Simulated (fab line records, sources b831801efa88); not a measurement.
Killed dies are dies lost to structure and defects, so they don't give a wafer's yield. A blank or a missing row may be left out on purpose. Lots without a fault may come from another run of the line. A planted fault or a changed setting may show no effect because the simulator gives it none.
fab line records | flow sky130
record lots=6 wafers=15 last_day=48
route steps=708 shown SPACER@306 POLY_CUT@307 PAD_OPEN@708
lots that met no fault: from a run of the same line without faults
start_h: hours from the record's first day to the start of the lot's first wafer shown | wait_h: hours since the lot's step before | " the same as in the row above | L1.1+2: a row that stands for several wafers | - no value, or no start given | * or withheld: withheld | < > ~ a bound
route shown NAME@n: a module of which the file shows steps, and the number in the route of the first | usual: mean/standard deviation of fault-free wafers | same: alike in all rows | chamber/n: place in a boat | sites: the reading at each site | _std_site: their standard deviation | _edge_site: outer sites' mean less inner sites' | radius_mm: how far each site lies from the wafer's centre | mask NAME#n: copy n | behind: the tool/chamber that last shaped the wafer | hold: why the lot was held/for how many hours/how that ended | device: the transistor (n, p or np) that didn't switch | end of line: the same wafers' tests at the end of the route | a step without rows: its recipe alone | killed: dies lost to structure and defects at the first sort, not the wafer's yield | map: a wafer's dies, x killed, . not, _ none there
set.NAME: the setting as run; set.NAME@STEP: as run at that earlier step | model.NAME: the simulator's own value behind a step, which no gauge read
lots at some steps of the route; a table a step, a row a wafer
services: from which hour (start_h, from the record's first day; less than 0 if before it) a tool's chamber was out of use, for how many hours, and why
## steps
# step SKY_SPACER_ETCHBACK_02
# recipe chemistry=CH3F/O2 target=Si3N4 stop_on=SiO2 source_w=400 bias_w=80 pressure_mtorr=25 ch3f_flow_sccm=40 O2_flow_sccm=30 time_s=46.7 target_depth_a=450
# usual bias_w=80.03/0.2 drypump_motor_current_A=5.8/0.43 oes_product_au=0.855/0.0056 throttle_valve_pct=10.562/0.0091
# columns lot.wafer tool chamber start_h wait_h bias_w drypump_motor_current_A oes_product_au rf_hours_counter_h throttle_valve_pct
L764.2 rie_diel-02 1 526.04 0.0 79.77 6.4 0.852 5 10.560
L764.3 " 2 " " 79.59 6.0 0.848 11 10.565
L764.5 " 1 " " 79.81 6.5 0.857 - 10.567
L769.1 rie_diel-01 2 589.90 0.1 80.09 5.6 0.853 8 10.550
L769.2 " 3 " " 80.12 5.5 0.855 3 10.565
L769.6 " 3 " " 80.09 5.5 0.840 - 10.566
L772.3 rie_diel-01 3 605.51 0.0 80.00 5.5 0.855 4 10.566
L772.4 " 1 " " 80.00 4.9 0.855 10 10.574
L772.6 " 2 " " 80.05 5.6 0.852 - 10.560
L774.3 rie_diel-02 0 610.33 0.0 79.77 5.6 0.857 67 10.556
L774.4 " 1 " " 79.60 6.4 0.848 6 10.557
L774.6 " 2 " " 79.71 6.0 0.860 - 10.547
L775.4 rie_diel-01 3 625.24 0.0 79.87 5.5 0.856 - 10.579
L775.6 " 1 " " 79.92 4.9 0.853 - 10.550
L777.4 rie_diel-02 1 642.44 0.0 80.38 6.4 0.858 7 10.539
# step SKY_POLY_CUT_DEHYDRATE_00
# recipe temp_c=200 time_s=60
# step SKY_POLY_CUT_HMDS_01
# recipe prime_time_s=60 prime_temp_c=120
# step SKY_POLY_CUT_COAT_02
# recipe resist=BARC temp_c=withheld time_s=withheld spin_rpm=3000 resist_thk_nm=60
# step SKY_POLY_CUT_COAT_03
# recipe resist=KrF-thick spin_rpm=3000 resist_thk_nm=450
# step SKY_POLY_CUT_SOFTBAKE_04
# recipe temp_c=100 time_s=90 resist=KrF-thick
# step SKY_POLY_CUT_EXPOSE_05
# recipe mask_id=NPCM na=0.8 source_shape=annular sigma_inner=0.55 sigma_outer=0.85 target_cd_nm=270 dose_mj=32
# step SKY_POLY_CUT_PEB_06
# recipe peb_temp_c=withheld peb_time_s=withheld resist=KrF-thick
# step SKY_POLY_CUT_DEVELOP_07
# recipe develop_time_s=60 resist=KrF-thick dev_temp_c=21
# step SKY_POLY_CUT_CD_MEAS_08
# recipe target_cd_nm=270
# usual cd_nm=270.4/1.5
# columns lot.wafer tool chamber start_h wait_h cd_nm
L764.2 cd_sem-02 - 556.06 - 272.3
L764.3 " - " " 271.8
L764.5 " - " " 271.1
L769.1 cd_sem-01 - 618.90 - 269.4
L769.2 " - " " 269.8
L769.6 " - " " 269.6
L772.3 cd_sem-02 - 634.49 - 270.4
L772.4 " - " " 269.8
L772.6 " - " " 270.2
L774.3 cd_sem-01 - 639.29 - 268.3
L774.4 " - " " 267.3
L774.6 " - " " 267.9
L775.4 cd_sem-02 - 654.64 - 268.9
L775.6 " - " " 269.6
L777.4 cd_sem-02 - 671.11 - 270.4
# step SKY_POLY_CUT_OVL_MEAS_09
# usual POLY_CUT_OVL=-1/5.4
# columns lot.wafer tool chamber start_h wait_h POLY_CUT_OVL[nm]
L764.2 overlay-01 - 556.16 0.1 4
L764.3 " - " " -10
L764.5 " - " " -2
L769.1 overlay-01 - 619.02 0.1 -7
L769.2 " - " " 5
L769.6 " - " " -4
L772.3 overlay-02 - 634.58 0.1 2
L772.4 " - " " -6
L772.6 " - " " -8
L774.3 overlay-01 - 639.38 0.1 3
L774.4 " - " " -1
L774.6 " - " " 4
L775.4 overlay-02 - 654.71 0.1 6
L775.6 " - " " 4
L777.4 overlay-02 - 671.18 0.1 -1
# step SKY_POLY_CUT_ETCH_10
# recipe chemistry=N2/H2 target=BARC ion_energy_ev=200 source_w=500 bias_w=100 pressure_mtorr=30 n2_flow_sccm=100 h2_flow_sccm=200 stop_on=SiO2 time_s=45.9 target_depth_a=600
# usual bias_w=99.99/0.27 drypump_motor_current_A=5.6/0.41 oes_product_au=0.855/0.004 throttle_valve_pct=13.225/0.0096
# columns lot.wafer tool chamber start_h wait_h bias_w drypump_motor_current_A oes_product_au rf_hours_counter_h throttle_valve_pct
L764.2 rie_diel-02 1 556.19 0.0 100.27 6.5 0.855 5 13.226
L764.3 " 2 " " 100.05 6.0 0.855 11 13.209
L764.5 " 3 " " 99.96 6.1 0.855 - 13.225
L769.1 rie_diel-01 2 619.05 0.0 99.83 5.6 0.856 9 13.233
L769.2 " 1 " " 100.06 4.9 0.859 11 13.228
L769.6 " 3 " " 100.04 5.5 0.850 - 13.220
L772.3 rie_diel-01 0 634.60 0.0 99.75 5.6 0.858 7 13.214
L772.4 " 1 " " 99.39 5.0 0.861 - 13.223
L772.6 " 0 " " 99.62 5.6 0.853 - 13.220
L774.3 rie_diel-01 0 639.40 0.0 99.91 5.6 0.851 7 13.236
L774.4 " 2 " " 100.15 5.6 0.866 - 13.241
L774.6 " 1 " " 100.22 5.0 0.855 - 13.215
L775.4 rie_diel-01 3 654.73 0.0 99.87 5.5 0.855 5 13.242
L775.6 " 1 " " 99.96 5.0 0.857 - 13.224
L777.4 rie_diel-01 3 671.20 0.0 99.89 5.5 0.853 6 13.245
# step SKY_POLY_CUT_ETCH_11
# recipe target=Si3N4 chemistry=CF4/CH2F2/Ar stop_on=poly-Si source_w=600 bias_w=150 pressure_mtorr=40 cf4_flow_sccm=40 ch2f2_flow_sccm=20 Ar_flow_sccm=150 time_s=42.5 target_depth_a=600
# usual bias_w=149.9/0.41 drypump_motor_current_A=5.6/0.41 oes_product_au=0.829/0.0064 throttle_valve_pct=14.996/0.0093
# columns lot.wafer tool chamber start_h wait_h bias_w drypump_motor_current_A oes_product_au rf_hours_counter_h throttle_valve_pct model.POLY_CUT.feature_depth_nm model.etch.depth_nm
L764.2 rie_diel-02 1 556.23 0.0 150.0 6.4 0.827 5 14.991 61.97 61.97
L764.3 " 2 " " 149.9 6.0 0.835 11 14.980 62.43 62.43
L764.5 " 3 " " 150.2 6.2 0.835 - 15.009 61.85 61.85
L769.1 rie_diel-01 2 619.10 0.0 150.1 5.6 0.831 9 14.996 62.33 62.33
L769.2 " 1 " " 150.2 4.9 0.833 11 15.009 62.01 62.01
L769.6 " 3 " " 150.0 5.5 0.831 - 14.997 61.92 61.92
L772.3 rie_diel-01 0 634.65 0.0 149.6 5.6 0.819 7 14.997 60.63 60.63
L772.4 " 1 " " 150.0 4.9 0.817 - 15.004 60.95 60.95
L772.6 " 0 " " 149.4 5.6 0.816 - 15.004 60.85 60.85
L774.3 rie_diel-01 0 639.45 0.0 150.3 5.6 0.827 7 14.995 61.33 61.33
L774.4 " 2 " " 149.1 5.6 0.837 - 14.977 61.94 61.94
L774.6 " 1 " " 150.0 4.9 0.827 - 14.981 62.28 62.28
L775.4 rie_diel-01 3 654.77 0.0 149.8 5.5 0.804 5 14.989 60.82 60.82
L775.6 " 1 " " 150.4 4.9 0.830 - 14.994 61.26 61.26
L777.4 rie_diel-01 3 671.24 0.0 150.0 5.5 0.817 6 14.985 60.74 60.74
# step SKY_POLY_CUT_STRIP_12
# recipe chemistry=O2/N2 power_w=1400 pressure_mtorr=1500 platen_temp_c=withheld o2_flow_sccm=3000 n2_flow_sccm=300 overash_fraction=0.5
# usual drypump_motor_current_A=5.6/0.36 oes_product_au=0.453/0.0048 strip_time_to_endpoint_s=5.364/0.013
# columns lot.wafer tool chamber start_h wait_h drypump_motor_current_A oes_product_au rf_hours_counter_h strip_time_to_endpoint_s
L764.2 plasma_asher-02 1 556.28 0.0 5.7 0.452 13 5.370
L764.3 " 1 " " 5.7 0.461 - 5.397
L764.5 " 0 " " 4.9 0.459 - 5.372
L769.1 plasma_asher-03 0 619.14 0.0 5.9 0.450 46 5.332
L769.2 " 1 " " 5.7 0.445 46 5.330
L769.6 " 0 " " 5.9 0.463 - 5.360
L772.3 plasma_asher-03 1 634.72 0.1 5.7 0.456 - 5.348
L772.4 " 0 " " 6.0 0.448 - 5.353
L772.6 " 1 " " 5.7 0.456 - 5.348
L774.3 plasma_asher-02 0 639.52 0.1 4.9 0.450 - 5.358
L774.4 " 1 " " 5.7 0.456 - 5.344
L774.6 " 0 " " 4.8 0.450 - 5.360
L775.4 plasma_asher-02 0 654.85 0.1 4.9 0.450 - 5.372
L775.6 " 1 " " 5.7 0.448 - 5.373
L777.4 plasma_asher-03 0 671.32 0.1 6.0 0.455 - 5.377
# step SKY_PAD_OPEN_PROBE_99
# usual killed_at_M0_to_M3=42/7.4 killed_at_M4_up=3.3/2.1 killed_at_contacts=24/5.3 killed_at_front_end=15/4.5 killed_at_other=0.3/0.57 killed_dies=84/10 killed_on_rim=17/3.8 killed_open=46/7.5 killed_short=38/6.4
# same gross_dies=492 killed_at_back_side=0
# columns lot.wafer tool chamber start_h wait_h killed_at_M0_to_M3 killed_at_M4_up killed_at_contacts killed_at_front_end killed_at_other killed_dies killed_on_rim killed_open killed_short
L769.1 prober-01 - 1118.94 0.1 41 6 20 6 2 75 10 41 34
L769.2 prober-01 - 1118.99 0.1 51 5 26 20 0 102 21 51 51
L769.6 prober-01 - 1119.19 0.2 44 8 21 12 1 86 14 41 45
L772.3 prober-01 - 1130.03 0.2 57 6 22 17 0 102 17 59 43
L772.4 prober-01 - 1130.08 0.2 54 4 31 19 0 108 20 58 50
L772.6 prober-01 - 1130.18 0.2 33 5 30 13 0 81 19 45 36
L774.3 prober-02 - 1131.57 0.2 42 4 30 17 0 93 19 51 42
L774.4 prober-02 - 1131.62 0.2 35 3 23 19 0 80 16 51 29
L774.6 prober-02 - 1131.72 0.2 36 4 22 22 0 84 8 42 42
L775.4 prober-01 - 1142.56 0.2 42 4 22 331 0 399 26 45 29
L775.6 prober-01 - 1142.66 0.2 52 1 22 310 0 385 83 51 40
L777.4 prober-02 - 1153.31 0.2 42 8 16 339 0 405 73 49 37
# killed by level:class
L769.1 LI_CONTACT:geometric_particle:open=8 VIA2:geometric_particle:open=8 VIA1:geometric_particle:open=8 CONTACT:geometric_particle:open=6 VIA2:geometric_particle:short=6 LOCAL_INTERCONNECT:geometric_particle:short=4 VIA3:geometric_particle:short=3 METAL1:geometric_particle:short=3
L769.2 CONTACT:geometric_particle:open=11 VIA1:geometric_particle:open=10 METAL1:geometric_particle:short=9 VIA2:geometric_particle:open=8 VIA3:geometric_particle:open=7 FIELD_ISO:geometric_particle:short=6 LI_CONTACT:geometric_particle:short=6 VIA1:geometric_particle:short=6
L769.6 CONTACT:geometric_particle:open=9 METAL1:geometric_particle:short=8 VIA1:geometric_particle:open=8 VIA3:geometric_particle:open=7 VIA1:geometric_particle:short=7 METAL4:geometric_particle:short=6 LI_CONTACT:geometric_particle:open=5 FIELD_ISO:geometric_particle:short=4
L772.3 VIA1:geometric_particle:open=13 CONTACT:geometric_particle:open=11 METAL2:geometric_particle:short=9 METAL1:geometric_particle:short=7 VIA3:geometric_particle:open=7 LI_CONTACT:geometric_particle:open=6 POLY_GATE:geometric_particle:open=4 VIA1:geometric_particle:short=4
L772.4 CONTACT:geometric_particle:open=14 LI_CONTACT:geometric_particle:open=10 METAL2:geometric_particle:short=8 VIA1:geometric_particle:open=8 CONTACT:geometric_particle:short=7 METAL1:geometric_particle:short=7 VIA3:geometric_particle:open=7 POLY_GATE:geometric_particle:short=6
L772.6 CONTACT:geometric_particle:open=11 VIA1:geometric_particle:open=9 VIA3:geometric_particle:open=7 VIA3:geometric_particle:short=6 VIA1:geometric_particle:short=5 CONTACT:geometric_particle:short=5 POLY_GATE:geometric_particle:open=4 LI_CONTACT:geometric_particle:short=4
L774.3 VIA1:geometric_particle:open=12 CONTACT:geometric_particle:open=10 LI_CONTACT:geometric_particle:open=10 FIELD_ISO:geometric_particle:short=8 LOCAL_INTERCONNECT:geometric_particle:short=5 VIA3:geometric_particle:short=5 METAL2:geometric_particle:short=5 VIA3:geometric_particle:open=5
L774.4 VIA3:geometric_particle:open=10 CONTACT:geometric_particle:open=8 VIA1:geometric_particle:open=7 FIELD_ISO:geometric_particle:open=6 LI_CONTACT:geometric_particle:open=5 CONTACT:geometric_particle:short=5 VIA2:geometric_particle:open=5 FIELD_ISO:geometric_particle:short=4
L774.6 VIA1:geometric_particle:open=15 FIELD_ISO:geometric_particle:open=7 LI_CONTACT:geometric_particle:open=7 FIELD_ISO:geometric_particle:short=6 CONTACT:geometric_particle:open=5 POLY_GATE:geometric_particle:short=4 LOCAL_INTERCONNECT:geometric_particle:short=4 CONTACT:geometric_particle:short=4
L775.4 POLY_CUT:area_etch=325 VIA1:geometric_particle:open=13 LI_CONTACT:geometric_particle:open=8 VIA2:geometric_particle:short=8 CONTACT:geometric_particle:open=8 VIA3:geometric_particle:open=5 METAL2:geometric_particle:short=4 VIA2:geometric_particle:open=4
L775.6 POLY_CUT:area_etch=294 VIA1:geometric_particle:open=16 CONTACT:geometric_particle:open=9 VIA3:geometric_particle:short=7 VIA3:geometric_particle:open=6 POLY_GATE:geometric_particle:open=5 LOCAL_INTERCONNECT:geometric_particle:short=5 METAL1:geometric_particle:short=5
L777.4 POLY_CUT:area_etch=319 VIA1:geometric_particle:open=11 VIA2:geometric_particle:open=7 POLY_GATE:geometric_particle:open=6 METAL4:geometric_particle:short=6 FIELD_ISO:geometric_particle:open=5 METAL1:geometric_particle:short=5 VIA3:geometric_particle:open=5
# map L775.4 (x killed, . not)
__________x........._________
________...xxxxxxxxxx._______
______.xxxxxxxxxxxxxxx.._____
_____.xxxxxxxxxxxxxxxxx..____
____xxxxxxxxxxxxxxxxxxxxx.___
___.xxxxxxxxxxxxxxxxxxxxxx.__
__xxxxxxxxxxxxxxxxxxxxxxxxx._
_..xxxxxxxxxxxxxxxxxxxxxxxx..
_.xxxxxxxxxxxxxxxxxxxxxxxxx.x
_.xxxxxxxxxxxxxxxxxxxxxxxxx..
_.xxxxxxxxxxxxxxxxxxxxxxx.x.x
_.xxxxxxxxxxxxxxxxxxxxxxxxx..
_xxxxxxxxxxxxxxxxxxxxxxxxxx..
_.xxxxxxxxxxxxxxxxxxxxxxxx...
_x.xxxxxxxxxxxxxxxxxxxxxx....
__..xxxxxxxxxxxxxxxxxxxxx..._
___.xxxxxxxxxxxxxxxxxxxxx..__
____x..xxxxxxxxxxxxxxx....___
_____.xxxxxxxxxxxxxx.x...____
______.x..xxxxxxxxxx...._____
________.....x.x..xx.._______
__________x.......x._________
# map L777.4 (x killed, . not)
__________xxxxxxxxxx_________
________xxxxxxxxxxxxxx_______
______xxxxxxxxxxxxxxxxxx_____
_____xxxxxxxxxxxxxxxxxxxx____
____xxxxxxxxxxxxxxxxxxxxxx___
___xxxxxxxxxxxxxxxxxxxxxxxx__
__xxxxxxxxxxxxxxxxxxx.xx.xxx_
_xxxxxxxxxxxxxxxxxxxxxxxxxxx.
_xx.xxxxxxxxxxxxxxxxxxxxxxx.x
_xxxxxxxxxxxxxxxxxxxxxx...x..
_xxxxxxxxxxxxxxxxxxxxx..xx...
_xxxxxxxxxxxxxxx.xxx.x..x....
_xxxxxxxx.xxxxxxxxxxx.xx...x.
_.x.xxxxx.xxxxxxxxxx..x..x...
_xxxxxxx...xxxxxxxxxx..x.xx.x
__xxxx.xxx.xxxxxxxx.xx.x...._
___x.x..xxxxxxxxxxxxxxx...x__
____x..x.xxxxx.xx.xxx.xxxx___
_____.x...xx.xxxxxxx.xxx.____
______xxx.xxx..xxxxxx.x._____
________....x.xxx.xxxx_______
__________.x..xxxxxx_________
## services
# columns tool chamber start_h hours kind
plasma_asher-02 - 519.19 0.8 repair
rie_diel-02 0 525.29 6.0 repair
rie_diel-02 2 569.20 1.6 repair
plasma_asher-03 - 594.60 5.3 repair
rie_diel-01 0 607.92 13.9 repair
rie_diel-01 3 608.68 4.2 repair
rie_diel-02 0 616.63 - clean
rie_diel-02 0 616.63 21.9 scheduled_down
rie_diel-02 0 616.63 21.9 vent_cycle
rie_diel-01 0 622.67 9.8 repair
rie_diel-01 3 634.01 9.6 repair
## key
first_sign step=SKY_PAD_OPEN_PROBE_99 reading=killed_at_front_end direction=up sigmas=70 usual=15 struck=327
effect step=SKY_PAD_OPEN_PROBE_99 reading=killed_dies direction=up sigmas=31 usual=84 struck=396
model_effect step=SKY_POLY_CUT_ETCH_11 value=POLY_CUT.feature_depth_nm without=62.12 struck=60.94
more_kills_born_at SKY_POLY_CUT_ETCH_11@rie_diel-01=938
met_at SKY_POLY_CUT_ETCH_11
struck_wafers L775.4,L775.6,L777.4
later_rows_left_out L775.4,L775.6,L777.4
tester_left_out L775,L777
onset_between 639.45 654.77
also_fits time
fault kind=process_parameter_drift tool=rie_diel-01 chamber=- onset_h=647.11 steps=SKY_POLY_CUT_ETCH_11 channel=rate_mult offset=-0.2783 shape=step end_h=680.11
# tester_left_out: of these lots the tester's yield and bins aren't shown, on N5 and GAA mostly nor the transistor test; their killed dies are dies lost to structure and defects alone, not to doping, threshold or leakage, so they don't give the yield
# later_rows_left_out: the simulator's readings of these wafers behind a module that went badly wrong aren't trusted and aren't shown, but for the sort
